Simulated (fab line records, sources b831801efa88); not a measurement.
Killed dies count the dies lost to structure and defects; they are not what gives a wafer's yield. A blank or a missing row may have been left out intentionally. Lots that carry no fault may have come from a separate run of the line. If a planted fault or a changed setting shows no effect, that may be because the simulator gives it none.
fab line records + flow sky130
[record]
- lots = 12
- wafers = 36
- lastDay = 49
route steps=708 shown NWELL@34 LDD_P@261 POLY_CUT@319 CONTACT@422
lots untouched by any fault: they come from a run of this same line in which no faults occurred
startH: the number of hours between the record's first day and the start of the first shown wafer of the lot + waitH: hours elapsed since this lot's preceding step + " repeats the value in the row above + L1.1+2: a single row standing in for several wafers + - no value, or no start was given + * or withheld: withheld + < > ~ a bound
route shown NAME@n: a module of which the file shows steps, and the number in the route of the first + usual: mean/standard deviation of fault-free wafers + same: alike in all rows + chamber/n: place in a boat + sites: each site's reading + _std_site: standard deviation across them + _edge_site: inner sites' mean taken away from outer sites' mean + radiusMm: how far each site lies from the wafer's centre + mask NAME#n: copy n + behind: the most recent tool/chamber to have shaped the wafer + hold: cause of the lot's hold/its duration in hours/its outcome + device: the transistor (n, p or np) that didn't switch + end of line: the route-end tests of the same wafers + step lacking rows: just its recipe + killed: at the first sort, the dies lost to defects and structure; wafer yield is something else + map: dies across one wafer; x = killed, . = not, _ = none there
set.NAME: the setting that was run; set.NAME@STEP: the one run at that earlier step + model.NAME: the simulator's own value behind a step, which no gauge read
route steps across a sampled set of lots; one table per step, one row per wafer
services: a tool's chamber out of use, with start hour (startH, from the record's first day; less than 0 if before it), hours out, and reason
[[steps]]
[step SKY_NWELL_THK_MEAS_02]
[recipe]
- reads = SiO2_of_NWELL_OXIDATION_01
[usual]
- NWELL_OXIDATION_THK = 10.00/0.18
| lot.wafer | tool         | chamber | startH | waitH | NWELL_OXIDATION_THK[nm] |
|-----------|--------------|---------|--------|-------|-------------------------|
| L989.1    | filmMetro-04 | -       | 36.84  | 0.0   | 10.05                   |
| L989.2    | "            | -       | "      | "     | 9.94                    |
| L989.3    | "            | -       | "      | "     | 10.19                   |
| L990.1    | filmMetro-04 | -       | 41.05  | 0.0   | 10.24                   |
| L990.2    | "            | -       | "      | "     | 10.23                   |
| L990.6    | "            | -       | "      | "     | 10.22                   |
| L991.3    | filmMetro-02 | -       | 47.08  | 0.0   | 10.15                   |
| L991.4    | "            | -       | "      | "     | 10.08                   |
| L991.5    | "            | -       | "      | "     | 10.04                   |
| L993.1    | filmMetro-04 | -       | 61.11  | 0.0   | 10.12                   |
| L993.3    | "            | -       | "      | "     | 10.24                   |
| L993.6    | "            | -       | "      | "     | 10.23                   |
| L994.3    | filmMetro-02 | -       | 65.72  | 0.0   | 10.24                   |
| L994.4    | "            | -       | "      | "     | 10.10                   |
| L994.6    | "            | -       | "      | "     | 10.11                   |
| L997.4    | filmMetro-02 | -       | 78.90  | 0.0   | 9.63                    |
| L997.5    | "            | -       | "      | "     | 9.60                    |
| L997.6    | "            | -       | "      | "     | 9.90                    |
| L998.2    | filmMetro-02 | -       | 83.37  | 0.0   | 10.13                   |
| L998.3    | "            | -       | "      | "     | 10.05                   |
| L998.5    | "            | -       | "      | "     | 10.11                   |
| L101.2    | filmMetro-02 | -       | 105.44 | 0.0   | 9.93                    |
| L101.3    | "            | -       | "      | "     | 9.73                    |
| L101.4    | "            | -       | "      | "     | 9.63                    |
| L103.1    | filmMetro-02 | -       | 109.84 | 0.0   | 9.80                    |
| L103.4    | "            | -       | "      | "     | 9.98                    |
| L103.6    | "            | -       | "      | "     | 9.93                    |
| L104.1    | filmMetro-04 | -       | 113.64 | 0.0   | 9.87                    |
| L104.3    | "            | -       | "      | "     | 9.86                    |
| L104.4    | "            | -       | "      | "     | 10.03                   |
| L107.1    | filmMetro-01 | -       | 134.76 | 0.0   | 9.97                    |
| L107.4    | "            | -       | "      | "     | 9.94                    |
| L107.5    | "            | -       | "      | "     | 9.89                    |
| L108.3    | filmMetro-04 | -       | 138.83 | 0.0   | 10.04                   |
| L108.4    | "            | -       | "      | "     | 10.19                   |
| L108.5    | "            | -       | "      | "     | 10.30                   |
[step SKY_LDD_P_DEVELOP_06]
[recipe]
- resist = NOVOLAK
- developer = TMAH
- developTimeS = 60
- devTempC = 23
[usual]
- resistLineTempC = 23.00/0.1
| lot.wafer | tool          | chamber | startH | waitH | resistLineTempC |
|-----------|---------------|---------|--------|-------|-----------------|
| L989.1    | lithoTrack-02 | 0       | 430.61 | 0.1   | 23.13           |
| L989.2    | "             | 0       | "      | "     | 23.12           |
| L989.3    | "             | 0       | "      | "     | 22.96           |
| L990.1    | lithoTrack-04 | 0       | 441.53 | 0.1   | 22.76           |
| L990.2    | "             | 0       | "      | "     | 23.11           |
| L990.6    | "             | 0       | "      | "     | 22.97           |
| L991.3    | lithoTrack-04 | 0       | 460.68 | 0.1   | 22.85           |
| L991.4    | "             | 0       | "      | "     | 22.90           |
| L991.5    | "             | 0       | "      | "     | 22.77           |
| L993.1    | lithoTrack-02 | 0       | 478.11 | 0.1   | 23.11           |
| L993.3    | "             | 0       | "      | "     | 23.03           |
| L993.6    | "             | 0       | "      | "     | 23.14           |
| L994.3    | lithoTrack-02 | 0       | 485.76 | 0.1   | 23.16           |
| L994.4    | "             | 0       | "      | "     | 22.91           |
| L994.6    | "             | 0       | "      | "     | 22.94           |
| L997.4    | lithoTrack-01 | 0       | 502.15 | 0.1   | 23.01           |
| L997.5    | "             | 0       | "      | "     | 22.87           |
| L997.6    | "             | 0       | "      | "     | 22.90           |
| L998.2    | lithoTrack-02 | 0       | 511.68 | 0.1   | 23.00           |
| L998.3    | "             | 0       | "      | "     | 22.81           |
| L998.5    | "             | 0       | "      | "     | 22.89           |
| L101.2    | lithoTrack-02 | 0       | 544.63 | 0.1   | 22.76           |
| L101.3    | "             | 0       | "      | "     | 23.01           |
| L101.4    | "             | 0       | "      | "     | 22.86           |
| L103.1    | lithoTrack-02 | 0       | 555.41 | 0.1   | 23.01           |
| L103.4    | "             | 0       | "      | "     | 23.01           |
| L103.6    | "             | 0       | "      | "     | 23.14           |
| L104.1    | lithoTrack-02 | 0       | 561.36 | 0.1   | 23.12           |
| L104.3    | "             | 0       | "      | "     | 23.06           |
| L104.4    | "             | 0       | "      | "     | 23.10           |
| L107.1    | lithoTrack-01 | 0       | 589.77 | 0.1   | 22.97           |
| L107.4    | "             | 0       | "      | "     | 22.91           |
| L107.5    | "             | 0       | "      | "     | 22.95           |
| L108.3    | lithoTrack-01 | 0       | 598.77 | 0.1   | 22.90           |
| L108.4    | "             | 0       | "      | "     | 23.05           |
| L108.5    | "             | 0       | "      | "     | 23.00           |
[step SKY_LDD_P_CD_MEAS_07]
[recipe]
- targetCdNm = 380
[usual]
- cdNm = 380.1/2.2
| lot.wafer | tool     | chamber | startH | waitH | cdNm  |
|-----------|----------|---------|--------|-------|-------|
| L989.1    | cdSem-02 | -       | 430.76 | 0.1   | 379.9 |
| L989.2    | "        | -       | "      | "     | 378.9 |
| L989.3    | "        | -       | "      | "     | 380.1 |
| L990.1    | cdSem-02 | -       | 441.68 | 0.1   | 382.4 |
| L990.2    | "        | -       | "      | "     | 379.3 |
| L990.6    | "        | -       | "      | "     | 378.1 |
| L991.3    | cdSem-01 | -       | 460.82 | 0.1   | 384.7 |
| L991.4    | "        | -       | "      | "     | 384.3 |
| L991.5    | "        | -       | "      | "     | 385.3 |
| L993.1    | cdSem-02 | -       | 478.26 | 0.1   | 379.3 |
| L993.3    | "        | -       | "      | "     | 380.3 |
| L993.6    | "        | -       | "      | "     | 380.3 |
| L994.3    | cdSem-01 | -       | 485.90 | 0.1   | 378.8 |
| L994.4    | "        | -       | "      | "     | 382.0 |
| L994.6    | "        | -       | "      | "     | 383.1 |
| L997.4    | cdSem-01 | -       | 502.28 | 0.1   | 377.8 |
| L997.5    | "        | -       | "      | "     | 376.3 |
| L997.6    | "        | -       | "      | "     | 376.8 |
| L998.2    | cdSem-02 | -       | 511.83 | 0.1   | 380.0 |
| L998.3    | "        | -       | "      | "     | 382.1 |
| L998.5    | "        | -       | "      | "     | 380.2 |
| L101.2    | cdSem-01 | -       | 544.78 | 0.1   | 379.0 |
| L101.3    | "        | -       | "      | "     | 379.2 |
| L101.4    | "        | -       | "      | "     | 379.4 |
| L103.1    | cdSem-01 | -       | 555.56 | 0.1   | 388.8 |
| L103.4    | "        | -       | "      | "     | 381.5 |
| L103.6    | "        | -       | "      | "     | 382.4 |
| L104.1    | cdSem-02 | -       | 561.51 | 0.1   | 391.7 |
| L104.3    | "        | -       | "      | "     | 381.1 |
| L104.4    | "        | -       | "      | "     | 384.5 |
| L107.1    | cdSem-01 | -       | 589.92 | 0.1   | 379.0 |
| L107.4    | "        | -       | "      | "     | 376.0 |
| L107.5    | "        | -       | "      | "     | 377.0 |
| L108.3    | cdSem-01 | -       | 598.91 | 0.1   | 381.5 |
| L108.4    | "        | -       | "      | "     | 379.9 |
| L108.5    | "        | -       | "      | "     | 378.7 |
[step SKY_POLY_CUT_STRIP_12]
[recipe]
- chemistry = O2/N2
- powerW = 1400
- pressureMtorr = 1500
- platenTempC = withheld
- o2FlowSccm = 3000
- n2FlowSccm = 300
- overashFraction = 0.5
[usual]
- drypumpMotorCurrentA = 5.95/0.26
- oesProductAu = 0.452/0.0045
- stripTimeToEndpointS = 5.356/0.019
| lot.wafer | tool           | chamber | startH | waitH | drypumpMotorCurrentA | oesProductAu | rfHoursCounterH | stripTimeToEndpointS |
|-----------|----------------|---------|--------|-------|----------------------|--------------|-----------------|----------------------|
| L989.1    | plasmaAsher-04 | 1       | 558.21 | 0.0   | 5.67                 | 0.455        | 44              | 5.371                |
| L989.2    | "              | 0       | "      | "     | 6.06                 | 0.453        | 44              | 5.342                |
| L989.3    | "              | 0       | "      | "     | 6.10                 | 0.454        | -               | 5.329                |
| L990.1    | plasmaAsher-03 | 0       | 566.26 | 0.0   | 6.15                 | 0.450        | 13              | 5.338                |
| L990.2    | "              | 1       | "      | "     | 5.54                 | 0.449        | 13              | 5.355                |
| L990.6    | "              | 1       | "      | "     | 5.52                 | 0.455        | -               | 5.339                |
| L991.3    | plasmaAsher-01 | 0       | 584.34 | 0.1   | 6.18                 | 0.458        | -               | 5.328                |
| L991.4    | "              | 1       | "      | "     | 6.20                 | 0.452        | -               | 5.373                |
| L991.5    | "              | 1       | "      | "     | 6.25                 | 0.450        | -               | 5.354                |
| L993.1    | plasmaAsher-01 | 0       | 600.27 | 0.0   | 6.15                 | 0.455        | 75              | 5.346                |
| L993.3    | "              | 1       | "      | "     | 6.24                 | 0.451        | -               | 5.344                |
| L993.6    | "              | 0       | "      | "     | 6.16                 | 0.452        | -               | 5.330                |
| L994.3    | plasmaAsher-04 | 0       | 609.63 | 0.1   | 6.08                 | 0.452        | -               | 5.331                |
| L994.4    | "              | 1       | "      | "     | 5.64                 | 0.450        | -               | 5.369                |
| L994.6    | "              | 0       | "      | "     | 6.08                 | 0.458        | -               | 5.362                |
| L997.4    | plasmaAsher-04 | 1       | 623.18 | 0.0   | 5.66                 | 0.451        | -               | 5.375                |
| L997.5    | "              | 1       | "      | "     | 5.67                 | 0.458        | -               | 5.342                |
| L997.6    | "              | 0       | "      | "     | 6.09                 | 0.455        | -               | 5.374                |
| L998.2    | plasmaAsher-01 | 0       | 634.06 | 0.0   | 6.12                 | 0.449        | 78              | 5.351                |
| L998.3    | "              | 1       | "      | "     | 6.21                 | 0.451        | -               | 5.362                |
| L998.5    | "              | 0       | "      | "     | 6.11                 | 0.444        | -               | 5.367                |
| L101.2    | plasmaAsher-03 | 0       | 665.96 | 0.0   | 6.16                 | 0.456        | 23              | 5.368                |
| L101.3    | "              | 0       | "      | "     | 6.16                 | 0.446        | -               | 5.314                |
| L101.4    | "              | 1       | "      | "     | 5.53                 | 0.455        | -               | 5.352                |
| L103.1    | plasmaAsher-04 | 0       | 674.76 | 0.0   | 6.09                 | 0.456        | 55              | 5.353                |
| L103.4    | "              | 1       | "      | "     | 5.69                 | 0.454        | -               | 5.364                |
| L103.6    | "              | 1       | "      | "     | 5.67                 | 0.463        | -               | 5.368                |
| L104.1    | plasmaAsher-04 | 0       | 679.66 | 0.0   | 6.06                 | 0.450        | 56              | 5.326                |
| L104.3    | "              | 0       | "      | "     | 6.07                 | 0.454        | -               | 5.360                |
| L104.4    | "              | 1       | "      | "     | 5.68                 | 0.451        | -               | 5.357                |
| L107.1    | plasmaAsher-04 | 1       | 707.71 | 0.0   | 5.68                 | 0.453        | 59              | 5.359                |
| L107.4    | "              | 1       | "      | "     | 5.68                 | 0.447        | -               | 5.350                |
| L107.5    | "              | 0       | "      | "     | 6.07                 | 0.450        | -               | 5.358                |
| L108.3    | plasmaAsher-04 | 1       | 715.24 | 0.1   | 5.63                 | 0.458        | -               | 5.355                |
| L108.4    | "              | 0       | "      | "     | 6.09                 | 0.457        | -               | 5.384                |
| L108.5    | "              | 0       | "      | "     | 6.07                 | 0.446        | -               | 5.378                |
[step SKY_CONTACT_ETCH_16]
[recipe]
- chemistry = N2/H2
- target = BARC
- ionEnergyEv = 200
- sourceW = 500
- biasW = 100
- pressureMtorr = 30
- n2FlowSccm = 100
- h2FlowSccm = 200
- stopOn = SiO2
- timeS = 45.9
- targetDepthA = 600
[usual]
- drypumpMotorCurrentA = 5.6/0.53
- oesProductAu = 0.855/0.0051
- throttleValvePct = 13.224/0.0097
| lot.wafer | tool       | chamber | startH | waitH | drypumpMotorCurrentA | oesProductAu | rfHoursCounterH | throttleValvePct |
|-----------|------------|---------|--------|-------|----------------------|--------------|-----------------|------------------|
| L989.1    | rieDiel-02 | 0       | 736.69 | 0.0   | 6.3                  | 0.855        | 11              | 13.226           |
| L989.2    | "          | 1       | "      | "     | 5.3                  | 0.846        | 6               | 13.227           |
| L989.3    | "          | 2       | "      | "     | 6.0                  | 0.852        | 46              | 13.215           |
| L990.1    | rieDiel-04 | 1       | 742.68 | 0.0   | 6.3                  | 0.858        | 6               | 13.230           |
| L990.2    | "          | 2       | "      | "     | 5.5                  | 0.853        | 16              | 13.231           |
| L990.6    | "          | 2       | "      | "     | 5.4                  | 0.858        | -               | 13.223           |
| L991.3    | rieDiel-03 | 1       | 759.78 | 0.0   | 6.2                  | 0.854        | 14              | 13.238           |
| L991.4    | "          | 0       | "      | "     | 5.2                  | 0.849        | -               | 13.207           |
| L991.5    | "          | 3       | "      | "     | 4.7                  | 0.851        | -               | 13.210           |
| L993.1    | rieDiel-02 | 0       | 776.49 | 0.0   | 6.3                  | 0.852        | 12              | 13.237           |
| L993.3    | "          | 3       | "      | "     | 5.4                  | 0.852        | 5               | 13.210           |
| L993.6    | "          | 3       | "      | "     | 5.3                  | 0.856        | -               | 13.233           |
| L994.3    | rieDiel-04 | 1       | 783.69 | 0.0   | 6.3                  | 0.851        | 8               | 13.242           |
| L994.4    | "          | 3       | "      | "     | 5.8                  | 0.866        | 31              | 13.233           |
| L994.6    | "          | 0       | "      | "     | 5.9                  | 0.856        | -               | 13.226           |
| L997.4    | rieDiel-03 | 2       | 795.86 | 0.0   | 4.8                  | 0.853        | 24              | 13.222           |
| L997.5    | "          | 2       | "      | "     | 4.8                  | 0.848        | -               | 13.228           |
| L997.6    | "          | 1       | "      | "     | 6.2                  | 0.857        | -               | 13.220           |
| L998.2    | rieDiel-02 | 1       | 805.83 | 0.0   | 5.3                  | 0.854        | 9               | 13.230           |
| L998.3    | "          | 0       | "      | "     | 6.3                  | 0.859        | 14              | 13.220           |
| L998.5    | "          | 1       | "      | "     | 5.3                  | 0.854        | -               | 13.221           |
| L101.2    | rieDiel-03 | 2       | 835.28 | 0.0   | 4.8                  | 0.857        | 25              | 13.226           |
| L101.3    | "          | 1       | "      | "     | 6.2                  | 0.852        | 16              | 13.227           |
| L101.4    | "          | 3       | "      | "     | 4.7                  | 0.855        | 13              | 13.228           |
| L103.1    | rieDiel-02 | 2       | 843.23 | 0.0   | 5.9                  | 0.850        | 2               | 13.228           |
| L103.4    | "          | 1       | "      | "     | 5.3                  | 0.868        | 10              | 13.232           |
| L103.6    | "          | 1       | "      | "     | 5.3                  | 0.852        | -               | 13.225           |
| L104.1    | rieDiel-02 | 0       | 848.45 | 0.0   | 6.3                  | 0.856        | 15              | 13.229           |
| L104.3    | "          | 2       | "      | "     | 6.0                  | 0.861        | 2               | 13.242           |
| L104.4    | "          | 3       | "      | "     | 5.3                  | 0.859        | 8               | 13.235           |
| L107.1    | rieDiel-04 | 2       | 873.73 | 0.0   | 5.5                  | 0.854        | 20              | 13.226           |
| L107.4    | "          | 0       | "      | "     | 5.9                  | 0.852        | 13              | 13.217           |
| L107.5    | "          | 2       | "      | "     | 5.4                  | 0.862        | -               | 13.208           |
| L108.3    | rieDiel-03 | 1       | 880.85 | 0.0   | 6.3                  | 0.866        | 18              | 13.223           |
| L108.4    | "          | 3       | "      | "     | 4.7                  | 0.854        | -               | 13.225           |
| L108.5    | "          | 1       | "      | "     | 6.2                  | 0.854        | -               | 13.220           |
[[services]]
| tool           | chamber | startH | hours | kind   |
|----------------|---------|--------|-------|--------|
| rieDiel-02     | 0       | 433.02 | 4.2   | repair |
| rieDiel-02     | -       | 442.67 | 0.5   | repair |
| rieDiel-02     | 1       | 459.92 | 11.6  | repair |
| rieDiel-02     | -       | 473.68 | 28.1  | pm     |
| rieDiel-03     | 1       | 493.24 | 7.0   | repair |
| rieDiel-03     | 0       | 509.87 | 7.7   | repair |
| rieDiel-02     | -       | 523.24 | 1.0   | repair |
| rieDiel-03     | 0       | 561.43 | 4.4   | repair |
| plasmaAsher-04 | -       | 574.13 | 7.3   | pm     |
| rieDiel-02     | 0       | 619.52 | 6.6   | repair |
| rieDiel-02     | 1       | 646.79 | 7.3   | repair |
| rieDiel-03     | -       | 661.37 | 0.3   | repair |
| rieDiel-02     | 3       | 671.09 | 8.4   | repair |
| rieDiel-03     | 0       | 674.23 | 3.0   | repair |
| rieDiel-02     | -       | 675.92 | 2.8   | pm     |
| rieDiel-02     | -       | 684.31 | 0.2   | repair |
| rieDiel-02     | 3       | 688.11 | 4.3   | repair |
| rieDiel-02     | 3       | 740.71 | 34.0  | repair |
| rieDiel-02     | 1       | 745.64 | 4.6   | repair |
| rieDiel-02     | 0       | 745.66 | 7.8   | repair |
| rieDiel-02     | 1       | 824.85 | 2.2   | repair |
| plasmaAsher-04 | -       | 848.80 | 3.8   | repair |
| plasmaAsher-04 | -       | 867.69 | 0.9   | repair |
| plasmaAsher-04 | -       | 878.66 | 1.5   | repair |
[[key]]
[firstSign]
- step = SKY_LDD_P_CD_MEAS_07
- reading = cdNm
- direction = up
- sigmas = 4.5
- usual = 380.1
- struck = 390.2
effect none on later readings
metAt SKY_LDD_P_DEVELOP_06
struckLots L103,L104
struckWafers L103.1,L104.1
testerLeftOut L103,L104
notActingAt SKY_NWELL_THK_MEAS_02,SKY_POLY_CUT_STRIP_12,SKY_CONTACT_ETCH_16
onsetBetween 544.63 555.41
[fault]
- kind = processParameterDrift
- tool = lithoTrack-02
- chamber = -
- onsetH = 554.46
- steps = SKY_LDD_P_DEVELOP_06
- channel = developTimeS
- offset = *
- shape = step
- endH = 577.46
- scope = struckWafersOnly
- actsIn = *
- stated = *
// testerLeftOut: of these lots the tester's yield and bins aren't shown, on N5 and GAA mostly nor the transistor test; their killed dies are dies lost to structure and defects alone, not to doping, threshold or leakage, so they don't give the yield
